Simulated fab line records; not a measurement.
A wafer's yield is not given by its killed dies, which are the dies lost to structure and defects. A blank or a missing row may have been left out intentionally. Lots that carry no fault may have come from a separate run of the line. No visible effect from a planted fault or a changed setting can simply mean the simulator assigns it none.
fab line records + flow sky130
[record]
- lots = 6
- wafers = 18
- last_day = 50
route steps=708 shown VIA2@524 METAL3@532 CAPM@537
lots untouched by any fault: they come from a run of this same line in which no faults occurred
start_h: start of the lot's first displayed wafer, in hours after the record's first day + wait_h: hours elapsed since this lot's preceding step + " repeats the value in the row above + L1.1+2: several wafers, shown together as one row + - value missing, or start not given + * or withheld: withheld + < > ~ a bound
route shown NAME@n: NAME is a module with steps in the file, n the number in the route of the first one + usual: mean and standard deviation over wafers with no fault + same: alike in all rows + chamber/n: place in a boat + sites: the reading at each site + _std_site: the standard deviation of these + _edge_site: the outer-site mean with the inner-site mean subtracted + radius_mm: for every site, how far away it sits from the centre of the wafer + mask NAME#n: copy n + behind: the tool/chamber that last shaped the wafer + hold: why the lot went on hold/how many hours it stayed there/how the hold came to an end + device: which transistor (n, p or np) failed to switch + end of line: the same wafers' tests at the end of the route + a step with no rows: only its recipe + killed: not the wafer's yield, but the dies lost to structure and defects at the first sort + map: per-die view of a wafer (x killed, . not killed, _ where there is no die)
set.NAME: the run value of the setting; set.NAME@STEP: its run value at that earlier step + model.NAME: the simulator's own value behind a step, which no gauge read
lots seen at some steps along the route; tables by step, rows by wafer
services: when a tool's chamber went out of use (start_h, in hours from the record's first day, below 0 if earlier), for how many hours, and the reason
[[steps]]
[step SKY_VIA2_STRIP_17]
[recipe]
- chemistry = post_etch_residue_remover
- time_s = 1200
- temp_c = 72.5
[step SKY_VIA2_CLEAN_18]
[recipe]
- chemistry = IPA
- time_s = 180
- temp_c = 25
[step SKY_VIA2_CLEAN_19]
[recipe]
- chemistry = O3/DIW
- dry = n2_spin
[step SKY_VIA2_SPUTTER_20]
[recipe]
- material = TiN
- target_thk_nm = 20
- chamber_pressure_pa = 5
- power_w = 4000
- time_s = 80
[usual]
- cathode_dc_power_W = 4000.0/0.67
- chamber_pressure_pa = 4.998/0.01
- throttle_valve_pct = 30.9/1.3
| lot.wafer | tool           | chamber | start_h | wait_h | cathode_dc_power_W | chamber_pressure_pa | throttle_valve_pct |
|-----------|----------------|---------|---------|--------|--------------------|---------------------|--------------------|
| L713.1    | pvd_sputter-04 | -       | 844.47  | 0.0    | 3999.8             | 5.004               | 31.2               |
| L713.3    | "              | -       | "       | "      | 4000.9             | 4.997               | 33.3               |
| L713.4    | "              | -       | "       | "      | 4000.9             | 4.995               | 31.0               |
| L714.3    | pvd_sputter-02 | -       | 862.41  | 0.0    | 3999.8             | 4.999               | 31.4               |
| L714.4    | "              | -       | "       | "      | 3998.9             | 5.028               | 31.6               |
| L714.6    | "              | -       | "       | "      | 3999.1             | 4.981               | 29.5               |
| L716.2    | pvd_sputter-03 | -       | 868.03  | 0.0    | 4000.2             | 4.996               | 31.9               |
| L716.3    | "              | -       | "       | "      | 4000.1             | 5.006               | 29.0               |
| L716.4    | "              | -       | "       | "      | 4000.0             | 5.002               | 30.0               |
| L732.2    | pvd_sputter-02 | -       | 991.81  | 0.0    | 4000.4             | 4.995               | 31.7               |
| L732.4    | "              | -       | "       | "      | 3999.6             | 5.003               | 31.1               |
| L732.5    | "              | -       | "       | "      | 4000.4             | 4.993               | 31.1               |
| L734.2    | pvd_sputter-03 | -       | 994.47  | 0.0    | 4001.3             | 4.999               | 29.3               |
| L734.4    | "              | -       | "       | "      | 4000.7             | 5.007               | 29.3               |
| L734.5    | "              | -       | "       | "      | 4000.4             | 5.014               | 29.2               |
| L736.2    | pvd_sputter-04 | -       | 1003.49 | 0.0    | 4000.4             | 5.007               | 30.8               |
| L736.3    | "              | -       | "       | "      | 3999.6             | 4.991               | 33.6               |
| L736.5    | "              | -       | "       | "      | 4000.2             | 5.002               | 30.6               |
[step SKY_VIA2_CVD_21]
[recipe]
- material = W
- target_thk_nm = 420
- time_s = 126.4
- temp_c = 400
- pressure_torr = 40
[usual]
- heater_power_w = 849/46
| lot.wafer | tool     | chamber | start_h | wait_h | heater_power_w |
|-----------|----------|---------|---------|--------|----------------|
| L713.1    | cvd_w-02 | 1       | 844.53  | 0.0    | 842            |
| L713.3    | "        | 0       | "       | "      | 873            |
| L713.4    | "        | 1       | "       | "      | 841            |
| L714.3    | cvd_w-02 | 0       | 862.52  | 0.1    | 897            |
| L714.4    | "        | 1       | "       | "      | 832            |
| L714.6    | "        | 0       | "       | "      | 906            |
| L716.2    | cvd_w-01 | 0       | 868.09  | 0.0    | 871            |
| L716.3    | "        | 0       | "       | "      | 852            |
| L716.4    | "        | 1       | "       | "      | 874            |
| L732.2    | cvd_w-01 | 1       | 991.87  | 0.0    | 767            |
| L732.4    | "        | 1       | "       | "      | 756            |
| L732.5    | "        | 1       | "       | "      | 763            |
| L734.2    | cvd_w-01 | 1       | 994.53  | 0.0    | 760            |
| L734.4    | "        | 0       | "       | "      | 869            |
| L734.5    | "        | 1       | "       | "      | 765            |
| L736.2    | cvd_w-01 | 1       | 1003.55 | 0.0    | 767            |
| L736.3    | "        | 0       | "       | "      | 847            |
| L736.5    | "        | 0       | "       | "      | 858            |
[step SKY_VIA2_RS_MEAS_22]
[recipe]
- thk_meas_gauge = four-point-probe
- reads = W_of_VIA2_CVD_21+TiN_of_VIA2_SPUTTER_20
[usual]
- VIA2_W_RS = 0.2748/0.0027
| lot.wafer | tool          | chamber | start_h | wait_h | VIA2_W_RS[ohm/sq] |
|-----------|---------------|---------|---------|--------|-------------------|
| L713.1    | film_metro-02 | -       | 844.66  | 0.1    | 0.2759            |
| L713.3    | "             | -       | "       | "      | 0.2723            |
| L713.4    | "             | -       | "       | "      | 0.2757            |
| L714.3    | film_metro-01 | -       | 862.64  | 0.1    | 0.2730            |
| L714.4    | "             | -       | "       | "      | 0.2732            |
| L714.6    | "             | -       | "       | "      | 0.2759            |
| L716.2    | film_metro-02 | -       | 868.24  | 0.1    | 0.2758            |
| L716.3    | "             | -       | "       | "      | 0.2780            |
| L716.4    | "             | -       | "       | "      | 0.2742            |
| L732.2    | film_metro-02 | -       | 992.02  | 0.1    | 0.2698            |
| L732.4    | "             | -       | "       | "      | 0.2713            |
| L732.5    | "             | -       | "       | "      | 0.2699            |
| L734.2    | film_metro-01 | -       | 994.68  | 0.1    | 0.2706            |
| L734.4    | "             | -       | "       | "      | 0.2757            |
| L734.5    | "             | -       | "       | "      | 0.2707            |
| L736.2    | film_metro-01 | -       | 1003.70 | 0.1    | 0.2743            |
| L736.3    | "             | -       | "       | "      | 0.2725            |
| L736.5    | "             | -       | "       | "      | 0.2766            |
[step SKY_VIA2_THK_MEAS_23]
[recipe]
- thk_meas_gauge = xrf
- reads = W_of_VIA2_CVD_21
[usual]
- VIA2_W_THK = 431/7.2
| lot.wafer | tool          | chamber | start_h | wait_h | VIA2_W_THK[nm] |
|-----------|---------------|---------|---------|--------|----------------|
| L713.1    | film_metro-02 | -       | 844.78  | 0.1    | 419            |
| L713.3    | "             | -       | "       | "      | 423            |
| L713.4    | "             | -       | "       | "      | 419            |
| L714.3    | film_metro-01 | -       | 862.74  | 0.1    | 432            |
| L714.4    | "             | -       | "       | "      | 432            |
| L714.6    | "             | -       | "       | "      | 429            |
| L716.2    | film_metro-02 | -       | 868.35  | 0.1    | 415            |
| L716.3    | "             | -       | "       | "      | 412            |
| L716.4    | "             | -       | "       | "      | 420            |
| L732.2    | film_metro-02 | -       | 992.13  | 0.1    | 437            |
| L732.4    | "             | -       | "       | "      | 437            |
| L732.5    | "             | -       | "       | "      | 441            |
| L734.2    | film_metro-01 | -       | 994.79  | 0.1    | 440            |
| L734.4    | "             | -       | "       | "      | 432            |
| L734.5    | "             | -       | "       | "      | 443            |
| L736.2    | film_metro-01 | -       | 1003.81 | 0.1    | 436            |
| L736.3    | "             | -       | "       | "      | 439            |
| L736.5    | "             | -       | "       | "      | 434            |
[step SKY_VIA2_CMP_24]
[recipe]
- stop_on = SiO2
- t_overpolish_s = 20
- down_force_psi = 3.5
- platen_rpm = 60
- target_thk_nm = 0
- pad_velocity_m_s = 0.94248
[usual]
- edge_zone_pressure_frac = 1.001/0.0053
- motor_current_A = 11.3/1.1
- overpolish_run_s = 20.002/0.009
- retaining_ring_pressure_frac = 1.001/0.0043
- time_to_endpoint_s = 100/3.5
| lot.wafer | tool   | chamber | start_h | wait_h | edge_zone_pressure_frac | motor_current_A | overpolish_run_s | retaining_ring_pressure_frac | time_to_endpoint_s |
|-----------|--------|---------|---------|--------|-------------------------|-----------------|------------------|------------------------------|--------------------|
| L713.4    | cmp-02 | 1       | 844.89  | 0.1    | 1.005                   | 12.0            | 19.992           | 0.998                        | 97                 |
| L713.3    | "      | 2       | "       | "      | 1.006                   | 10.6            | 19.993           | 0.997                        | 102                |
| L713.1    | "      | 3       | "       | "      | 1.000                   | 13.0            | 19.987           | 1.004                        | 97                 |
| L714.3    | cmp-01 | 0       | 862.83  | 0.1    | 0.999                   | 12.2            | 20.009           | 0.998                        | 100                |
| L714.4    | "      | 1       | "       | "      | 1.001                   | 10.9            | 20.007           | 0.998                        | 100                |
| L714.6    | "      | 3       | "       | "      | 0.994                   | 11.2            | 19.988           | 0.995                        | 98                 |
| L716.3    | cmp-02 | 1       | 868.40  | 0.0    | 1.003                   | 12.3            | 19.994           | 0.993                        | 93                 |
| L716.4    | "      | 2       | "       | "      | 0.994                   | 10.2            | 20.012           | 0.998                        | 98                 |
| L716.2    | "      | 3       | "       | "      | 0.998                   | 13.3            | 19.992           | 1.000                        | 96                 |
| L732.2    | cmp-01 | 0       | 992.23  | 0.1    | 0.993                   | 12.2            | 20.015           | 0.997                        | 102                |
| L732.4    | "      | 1       | "       | "      | 1.000                   | 11.1            | 20.008           | 1.001                        | 97                 |
| L732.5    | "      | 0       | "       | "      | 0.999                   | 12.9            | 19.989           | 1.001                        | 102                |
| L734.4    | cmp-01 | 3       | 994.89  | 0.1    | 1.013                   | 10.2            | 19.994           | 0.996                        | 99                 |
| L734.2    | "      | 0       | "       | "      | 0.994                   | 12.0            | 20.007           | 1.005                        | 105                |
| L734.5    | "      | 2       | "       | "      | 1.000                   | 9.6             | 20.012           | 0.996                        | 103                |
| L736.3    | cmp-01 | 1       | 1003.96 | 0.1    | 0.996                   | 11.4            | 20.009           | 1.011                        | 104                |
| L736.2    | "      | 2       | "       | "      | 0.992                   | 9.9             | 19.999           | 1.002                        | 100                |
| L736.5    | "      | 3       | "       | "      | 1.001                   | 10.6            | 20.001           | 1.009                        | 99                 |
[step SKY_METAL3_SPUTTER_00]
[recipe]
- material = Ti
- target_thk_nm = 15
- power_w = 3000
- time_s = 10
- chamber_pressure_pa = 0.4
[usual]
- cathode_dc_power_W = 3000.1/0.52
- chamber_pressure_pa = 0.4001/0.00087
- throttle_valve_pct = 30.5/1.4
| lot.wafer | tool           | chamber | start_h | wait_h | cathode_dc_power_W | chamber_pressure_pa | throttle_valve_pct |
|-----------|----------------|---------|---------|--------|--------------------|---------------------|--------------------|
| L713.1    | pvd_sputter-03 | -       | 845.14  | 0.1    | 3000.2             | 0.4010              | 29.0               |
| L713.3    | "              | -       | "       | "      | 2999.8             | 0.3990              | 29.2               |
| L713.4    | "              | -       | "       | "      | 2999.8             | 0.4021              | 31.8               |
| L714.3    | pvd_sputter-01 | -       | 863.08  | 0.2    | 3000.3             | 0.4004              | 29.1               |
| L714.4    | "              | -       | "       | "      | 3000.5             | 0.3999              | 29.9               |
| L714.6    | "              | -       | "       | "      | 3000.5             | 0.3995              | 31.3               |
| L716.2    | pvd_sputter-04 | -       | 868.70  | 0.1    | 3000.3             | 0.4002              | 30.9               |
| L716.3    | "              | -       | "       | "      | 3000.0             | 0.4004              | 33.8               |
| L716.4    | "              | -       | "       | "      | 3000.5             | 0.3998              | 31.0               |
| L732.2    | pvd_sputter-03 | -       | 992.48  | 0.2    | 2999.5             | 0.4004              | 29.1               |
| L732.4    | "              | -       | "       | "      | 2999.3             | 0.4002              | 29.8               |
| L732.5    | "              | -       | "       | "      | 3000.6             | 0.4002              | 28.6               |
| L734.2    | pvd_sputter-04 | -       | 995.14  | 0.1    | 3000.2             | 0.3997              | 30.8               |
| L734.4    | "              | -       | "       | "      | 3000.2             | 0.3994              | 33.4               |
| L734.5    | "              | -       | "       | "      | 3000.4             | 0.3990              | 33.7               |
| L736.2    | pvd_sputter-01 | -       | 1004.16 | 0.1    | 3000.4             | 0.3993              | 31.2               |
| L736.3    | "              | -       | "       | "      | 3000.6             | 0.3990              | 29.0               |
| L736.5    | "              | -       | "       | "      | 3000.7             | 0.3995              | 31.4               |
[step SKY_METAL3_SPUTTER_01]
[recipe]
- material = TiN
- target_thk_nm = 20
- power_w = 6500
- time_s = 16.7
- chamber_pressure_pa = 0.4
[usual]
- cathode_dc_power_W = 6500.2/1.1
- chamber_pressure_pa = 0.4000/0.00082
- throttle_valve_pct = 30.5/1.4
| lot.wafer | tool           | chamber | start_h | wait_h | cathode_dc_power_W | chamber_pressure_pa | throttle_valve_pct |
|-----------|----------------|---------|---------|--------|--------------------|---------------------|--------------------|
| L713.1    | pvd_sputter-03 | -       | 845.16  | 0.0    | 6501.3             | 0.4005              | 29.3               |
| L713.3    | "              | -       | "       | "      | 6498.6             | 0.3999              | 29.1               |
| L713.4    | "              | -       | "       | "      | 6501.6             | 0.4006              | 31.9               |
| L714.3    | pvd_sputter-01 | -       | 863.11  | 0.0    | 6499.6             | 0.4002              | 29.0               |
| L714.4    | "              | -       | "       | "      | 6502.5             | 0.3999              | 30.2               |
| L714.6    | "              | -       | "       | "      | 6500.6             | 0.3996              | 31.2               |
| L716.2    | pvd_sputter-04 | -       | 868.72  | 0.0    | 6499.8             | 0.4008              | 30.8               |
| L716.3    | "              | -       | "       | "      | 6500.1             | 0.4005              | 33.5               |
| L716.4    | "              | -       | "       | "      | 6501.2             | 0.3998              | 30.9               |
| L732.2    | pvd_sputter-03 | -       | 992.50  | 0.0    | 6500.1             | 0.3997              | 29.1               |
| L732.4    | "              | -       | "       | "      | 6499.7             | 0.4016              | 30.0               |
| L732.5    | "              | -       | "       | "      | 6501.4             | 0.4009              | 29.2               |
| L734.2    | pvd_sputter-04 | -       | 995.17  | 0.0    | 6499.8             | 0.4003              | 31.0               |
| L734.4    | "              | -       | "       | "      | 6500.9             | 0.3987              | 33.7               |
| L734.5    | "              | -       | "       | "      | 6503.2             | 0.3993              | 33.7               |
| L736.2    | pvd_sputter-01 | -       | 1004.19 | 0.0    | 6500.7             | 0.4009              | 31.5               |
| L736.3    | "              | -       | "       | "      | 6499.7             | 0.3987              | 29.1               |
| L736.5    | "              | -       | "       | "      | 6499.8             | 0.4004              | 31.3               |
[step SKY_METAL3_SPUTTER_02]
[recipe]
- material = AlCu
- target_thk_nm = 735
- power_w = 10600
- time_s = 39.1
- chamber_pressure_pa = 0.4
[step SKY_METAL3_SPUTTER_03]
[recipe]
- material = Ti
- target_thk_nm = 5
- power_w = 3000
- time_s = 3.446
- chamber_pressure_pa = 0.4
[step SKY_METAL3_SPUTTER_04]
[recipe]
- material = TiN
- target_thk_nm = 70
- power_w = 6500
- time_s = 58.3
- chamber_pressure_pa = 0.4
[usual]
- cathode_dc_power_W = 6500.1/1.3
- chamber_pressure_pa = 0.3999/0.00081
- throttle_valve_pct = 30.5/1.4
| lot.wafer | tool           | chamber | start_h | wait_h | cathode_dc_power_W | chamber_pressure_pa | throttle_valve_pct |
|-----------|----------------|---------|---------|--------|--------------------|---------------------|--------------------|
| L713.1    | pvd_sputter-03 | -       | 845.25  | 0.0    | 6499.9             | 0.4015              | 28.9               |
| L713.3    | "              | -       | "       | "      | 6498.5             | 0.3999              | 29.4               |
| L713.4    | "              | -       | "       | "      | 6496.3             | 0.4000              | 31.8               |
| L714.3    | pvd_sputter-01 | -       | 863.19  | 0.0    | -                  | -                   | -                  |
| L714.4    | "              | -       | "       | "      | -                  | -                   | -                  |
| L714.6    | "              | -       | "       | "      | -                  | -                   | -                  |
| L716.2    | pvd_sputter-04 | -       | 868.80  | 0.0    | -                  | -                   | -                  |
| L716.3    | "              | -       | "       | "      | -                  | -                   | -                  |
| L716.4    | "              | -       | "       | "      | -                  | -                   | -                  |
| L732.2    | pvd_sputter-03 | -       | 992.59  | 0.0    | 6499.0             | 0.3997              | 29.2               |
| L732.4    | "              | -       | "       | "      | 6500.7             | 0.3988              | 30.0               |
| L732.5    | "              | -       | "       | "      | 6496.2             | 0.4003              | 29.0               |
| L734.2    | pvd_sputter-04 | -       | 995.25  | 0.0    | 6500.4             | 0.4017              | 30.9               |
| L734.4    | "              | -       | "       | "      | 6498.5             | 0.4001              | 33.5               |
| L734.5    | "              | -       | "       | "      | 6501.2             | 0.4000              | 33.5               |
| L736.2    | pvd_sputter-01 | -       | 1004.27 | 0.0    | 6499.9             | 0.3995              | 31.2               |
| L736.3    | "              | -       | "       | "      | 6499.8             | 0.4001              | 29.1               |
| L736.5    | "              | -       | "       | "      | 6501.0             | 0.4005              | 31.1               |
[step SKY_CAPM_CVD_00]
[recipe]
- material = SiO2
- target_thk_nm = 15.5
- temp_c = 400
- time_s = withheld
- rf_w = 450
[step SKY_CAPM_SPUTTER_02]
[recipe]
- material = TiN
- target_thk_nm = 200
- temp_c = 300
- power_w = 6500
- time_s = 166.7
- chamber_pressure_pa = 0.4
[step SKY_CAPM_DEHYDRATE_05]
[recipe]
- temp_c = 200
- time_s = 60
[step SKY_CAPM_HMDS_06]
[recipe]
- prime_time_s = 60
- prime_temp_c = 120
[step SKY_CAPM_COAT_07]
[recipe]
- resist = NOVOLAK
- spin_rpm = 3000
- resist_thk_nm = 1140
[step SKY_CAPM_SOFTBAKE_08]
[recipe]
- temp_c = 90
- time_s = 60
- resist = NOVOLAK
[step SKY_CAPM_EXPOSE_09]
[recipe]
- mask_id = CAPM
- na = 0.6
- source_shape = conventional
- sigma_outer = 0.6
- polarization = unpolarized
- target_cd_nm = 1000
- dose_mj = 159
[step SKY_CAPM_PEB_10]
[recipe]
- temp_c = withheld
- time_s = *
- resist = NOVOLAK
[step SKY_CAPM_DEVELOP_11]
[recipe]
- resist = NOVOLAK
- developer = TMAH
- develop_time_s = 60
- dev_temp_c = 23
[step SKY_CAPM_OVL_MEAS_12]
[usual]
- CAPM_OVL = 0.2/1.3
| lot.wafer | tool       | chamber | start_h | wait_h | CAPM_OVL[nm] |
|-----------|------------|---------|---------|--------|--------------|
| L713.1    | overlay-01 | -       | 870.67  | 0.1    | -1.1         |
| L713.3    | "          | -       | "       | "      | 0.5          |
| L713.4    | "          | -       | "       | "      | 0.9          |
| L714.3    | overlay-02 | -       | 889.87  | 0.1    | -0.9         |
| L714.4    | "          | -       | "       | "      | -1.5         |
| L714.6    | "          | -       | "       | "      | -0.4         |
| L716.2    | overlay-01 | -       | 894.76  | 0.1    | 1.9          |
| L716.3    | "          | -       | "       | "      | 1.1          |
| L716.4    | "          | -       | "       | "      | 0.4          |
| L732.2    | overlay-01 | -       | 1014.97 | 0.1    | -0.4         |
| L732.4    | "          | -       | "       | "      | -1.9         |
| L732.5    | "          | -       | "       | "      | 0.5          |
| L734.2    | overlay-02 | -       | 1017.97 | 0.1    | 2.5          |
| L734.4    | "          | -       | "       | "      | 1.6          |
| L734.5    | "          | -       | "       | "      | 0.8          |
| L736.2    | overlay-01 | -       | 1027.57 | 0.1    | 0.6          |
| L736.3    | "          | -       | "       | "      | 0.4          |
| L736.5    | "          | -       | "       | "      | -0.4         |
[step SKY_CAPM_METAL_ETCH_13]
[recipe]
- target_depth_nm = 220
- stop_on = SiO2
- chemistry = Cl2/BCl3
- target = TiN
- pressure_mtorr = 10
- icp_w = 900
- bias_w = 48.5
- Cl2_flow_sccm = 60
- bcl3_flow_sccm = 30
- time_s = 62.9
[step SKY_CAPM_STRIP_14]
[recipe]
- chemistry = O2/N2
- power_w = 1400
- pressure_mtorr = 1500
- platen_temp_c = withheld
- o2_flow_sccm = 3000
- n2_flow_sccm = 300
- overash_fraction = 0.5
[step SKY_CAPM_STRIP_15]
[recipe]
- chemistry = post_etch_residue_remover
- time_s = 1200
- temp_c = 72.5
[step SKY_CAPM_CLEAN_16]
[recipe]
- chemistry = IPA
- time_s = 180
- temp_c = 25
[step SKY_CAPM_CLEAN_17]
[recipe]
- chemistry = O3/DIW
- dry = n2_spin
[step SKY_METAL3_DEHYDRATE_05]
[recipe]
- temp_c = 200
- time_s = 60
[step SKY_METAL3_HMDS_06]
[recipe]
- prime_time_s = 60
- prime_temp_c = 120
[step SKY_METAL3_COAT_07]
[recipe]
- resist = BARC
- temp_c = withheld
- time_s = withheld
- spin_rpm = 3000
- resist_thk_nm = 60
[step SKY_METAL3_COAT_08]
[recipe]
- resist = KrF-thick
- spin_rpm = 3000
- resist_thk_nm = 1140
[step SKY_METAL3_SOFTBAKE_09]
[recipe]
- temp_c = 100
- time_s = 90
- resist = KrF-thick
[step SKY_METAL3_EXPOSE_10]
[recipe]
- mask_id = MM3
- na = 0.68
- source_shape = annular
- sigma_inner = 0.4
- sigma_outer = 0.8
- target_cd_nm = 300
- dose_mj = 28
[step SKY_METAL3_PEB_11]
[recipe]
- peb_temp_c = withheld
- peb_time_s = withheld
- resist = KrF-thick
[step SKY_METAL3_DEVELOP_12]
[recipe]
- develop_time_s = 60
- resist = KrF-thick
- dev_temp_c = 21
[step SKY_METAL3_CD_MEAS_13]
[recipe]
- target_cd_nm = 300
[usual]
- cd_nm = 300.3/1.5
| lot.wafer | tool      | chamber | start_h | wait_h | cd_nm |
|-----------|-----------|---------|---------|--------|-------|
| L713.1    | cd_sem-01 | -       | 897.61  | -      | 299.5 |
| L713.3    | "         | -       | "       | "      | 299.2 |
| L713.4    | "         | -       | "       | "      | 300.0 |
| L714.3    | cd_sem-01 | -       | 915.61  | -      | 300.0 |
| L714.4    | "         | -       | "       | "      | 298.3 |
| L714.6    | "         | -       | "       | "      | 297.3 |
| L716.2    | cd_sem-02 | -       | 919.89  | -      | 300.0 |
| L716.3    | "         | -       | "       | "      | 300.5 |
| L716.4    | "         | -       | "       | "      | 300.7 |
| L732.2    | cd_sem-02 | -       | 1038.51 | -      | 302.9 |
| L732.4    | "         | -       | "       | "      | 303.5 |
| L732.5    | "         | -       | "       | "      | 302.5 |
| L734.2    | cd_sem-02 | -       | 1040.76 | -      | 298.9 |
| L734.4    | "         | -       | "       | "      | 300.2 |
| L734.5    | "         | -       | "       | "      | 299.7 |
| L736.2    | cd_sem-02 | -       | 1049.18 | -      | 300.7 |
| L736.3    | "         | -       | "       | "      | 301.3 |
| L736.5    | "         | -       | "       | "      | 301.6 |
[step SKY_METAL3_OVL_MEAS_14]
[usual]
- METAL3_OVL = -1/6.5
| lot.wafer | tool       | chamber | start_h | wait_h | METAL3_OVL[nm] |
|-----------|------------|---------|---------|--------|----------------|
| L713.1    | overlay-02 | -       | 897.73  | 0.1    | -6             |
| L713.3    | "          | -       | "       | "      | -8             |
| L713.4    | "          | -       | "       | "      | -13            |
| L714.3    | overlay-02 | -       | 915.71  | 0.1    | -8             |
| L714.4    | "          | -       | "       | "      | -6             |
| L714.6    | "          | -       | "       | "      | -4             |
| L716.2    | overlay-01 | -       | 920.00  | 0.1    | -2             |
| L716.3    | "          | -       | "       | "      | 8              |
| L716.4    | "          | -       | "       | "      | -1             |
| L732.2    | overlay-02 | -       | 1038.62 | 0.1    | -13            |
| L732.4    | "          | -       | "       | "      | -14            |
| L732.5    | "          | -       | "       | "      | -7             |
| L734.2    | overlay-01 | -       | 1040.87 | 0.1    | -2             |
| L734.4    | "          | -       | "       | "      | -5             |
| L734.5    | "          | -       | "       | "      | -4             |
| L736.2    | overlay-02 | -       | 1049.29 | 0.1    | 3              |
| L736.3    | "          | -       | "       | "      | -3             |
| L736.5    | "          | -       | "       | "      | 1              |
[step SKY_METAL3_DESCUM_15]
[recipe]
- chemistry = O2
- source_power_w = 150
- bias_power_w = 0
- pressure_mtorr = 10
- temp_c = 40
- time_s = 8
[step SKY_METAL3_METAL_ETCH_18]
[recipe]
- target_depth_a = 8450
- stop_on = SiO2
- over_etch_frac = 0.3
- time_s = 183.1
- chemistry = Cl2/BCl3
- resist_sidewall_deg = 88
- pressure_mtorr = 10
- icp_w = 900
- bias_w = 48.5
- Cl2_flow_sccm = 60
- bcl3_flow_sccm = 30
[usual]
- drypump_motor_current_A = 5.9/0.52
- oes_product_au = 0.864/0.0051
- throttle_valve_pct = 22.265/0.0089
| lot.wafer | tool         | chamber | start_h | wait_h | drypump_motor_current_A | oes_product_au | rf_hours_counter_h | throttle_valve_pct |
|-----------|--------------|---------|---------|--------|-------------------------|----------------|--------------------|--------------------|
| L713.1    | rie_metal-03 | 1       | 897.91  | 0.0    | 5.1                     | 0.863          | 11                 | 22.250             |
| L713.3    | "            | 1       | "       | "      | 5.1                     | 0.865          | -                  | 22.278             |
| L713.4    | "            | 0       | "       | "      | 6.0                     | 0.870          | -                  | 22.263             |
| L714.3    | rie_metal-03 | 1       | 915.94  | 0.1    | 5.1                     | 0.827          | -                  | 22.258             |
| L714.4    | "            | 0       | "       | "      | 6.0                     | 0.828          | -                  | 22.268             |
| L714.6    | "            | 0       | "       | "      | 6.0                     | 0.836          | -                  | 22.268             |
| L716.2    | rie_metal-01 | 1       | 920.18  | 0.0    | 6.3                     | 0.824          | 12                 | 22.252             |
| L716.3    | "            | 1       | "       | "      | 6.3                     | 0.816          | -                  | 22.258             |
| L716.4    | "            | 0       | "       | "      | 6.5                     | 0.820          | -                  | 22.283             |
| L732.2    | rie_metal-03 | 1       | 1038.80 | 0.0    | 5.1                     | 0.875          | 17                 | 22.261             |
| L732.4    | "            | 0       | "       | "      | 6.0                     | 0.862          | -                  | 22.254             |
| L732.5    | "            | 0       | "       | "      | 6.0                     | 0.864          | -                  | 22.253             |
| L734.2    | rie_metal-03 | 1       | 1041.05 | 0.0    | 5.1                     | 0.874          | 18                 | 22.257             |
| L734.4    | "            | 1       | "       | "      | 5.1                     | 0.869          | -                  | 22.273             |
| L734.5    | "            | 1       | "       | "      | 5.1                     | 0.869          | -                  | 22.268             |
| L736.2    | rie_metal-03 | 0       | 1049.46 | 0.0    | 6.0                     | 0.870          | 13                 | 22.253             |
| L736.3    | "            | 0       | "       | "      | 6.0                     | 0.867          | -                  | 22.270             |
| L736.5    | "            | 0       | "       | "      | 6.0                     | 0.865          | -                  | 22.258             |
[[services]]
| tool           | chamber | start_h | hours | kind   |
|----------------|---------|---------|-------|--------|
| rie_metal-03   | 0       | 823.52  | 9.1   | repair |
| pvd_sputter-03 | -       | 823.99  | 1.6   | repair |
| pvd_sputter-01 | -       | 827.70  | 2.4   | repair |
| rie_metal-03   | -       | 832.23  | 2.8   | pm     |
| cmp-01         | -       | 839.57  | 1.1   | repair |
| cmp-01         | -       | 840.69  | 5.2   | pm     |
| pvd_sputter-02 | -       | 844.38  | 9.1   | repair |
| rie_metal-03   | 0       | 846.88  | 17.2  | repair |
| pvd_sputter-01 | -       | 897.89  | 8.7   | repair |
| cvd_w-01       | -       | 904.00  | 14.0  | pm     |
| cmp-01         | -       | 912.17  | 4.0   | pm     |
| cmp-01         | -       | 921.82  | 3.0   | repair |
| cvd_w-01       | -       | 925.15  | 14.6  | pm     |
| cmp-01         | -       | 937.85  | 4.6   | repair |
| pvd_sputter-03 | -       | 938.09  | 2.0   | repair |
| cmp-01         | -       | 944.60  | 2.8   | repair |
| cmp-01         | -       | 947.39  | 0.7   | repair |
| cvd_w-01       | 1       | 958.93  | 3.2   | repair |
| cmp-01         | -       | 964.64  | 3.0   | repair |
| rie_metal-03   | 1       | 966.74  | 4.3   | repair |
| cmp-01         | -       | 973.36  | 2.5   | repair |
| cvd_w-01       | -       | 983.83  | 2.6   | repair |
| cmp-01         | -       | 1039.67 | 0.7   | repair |
| pvd_sputter-03 | -       | 1045.62 | 1.6   | repair |
[[key]]
[first_sign]
- step = SKY_METAL3_SPUTTER_04
- reading = tool_record
- direction = missing
[effect]
- step = SKY_METAL3_METAL_ETCH_18
- reading = oes_product_au
- direction = down
- sigmas = 7.7
- usual = 0.864
- struck = 0.825
met_at SKY_METAL3_SPUTTER_04
struck_wafers L714.3,L714.4,L714.6,L716.2,L716.3,L716.4
later_rows_left_out L714.3,L714.4,L714.6,L716.2,L716.3,L716.4
sort_left_out L714.3,L714.4,L714.6,L716.2,L716.3,L716.4
[fault]
- kind = skipped_step_whole
- tool = pvd_sputter-01,pvd_sputter-04
- chamber = -
- onset_h = 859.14
- steps = SKY_METAL3_SPUTTER_04
- scope = struck_lots_only
// sort_left_out: the simulated sort isn't trusted on such a fault, so these wafers' sort isn't shown, and their yield isn't known
// later_rows_left_out: the simulator's readings of these wafers behind a module that went badly wrong aren't trusted and aren't shown, but for the sort
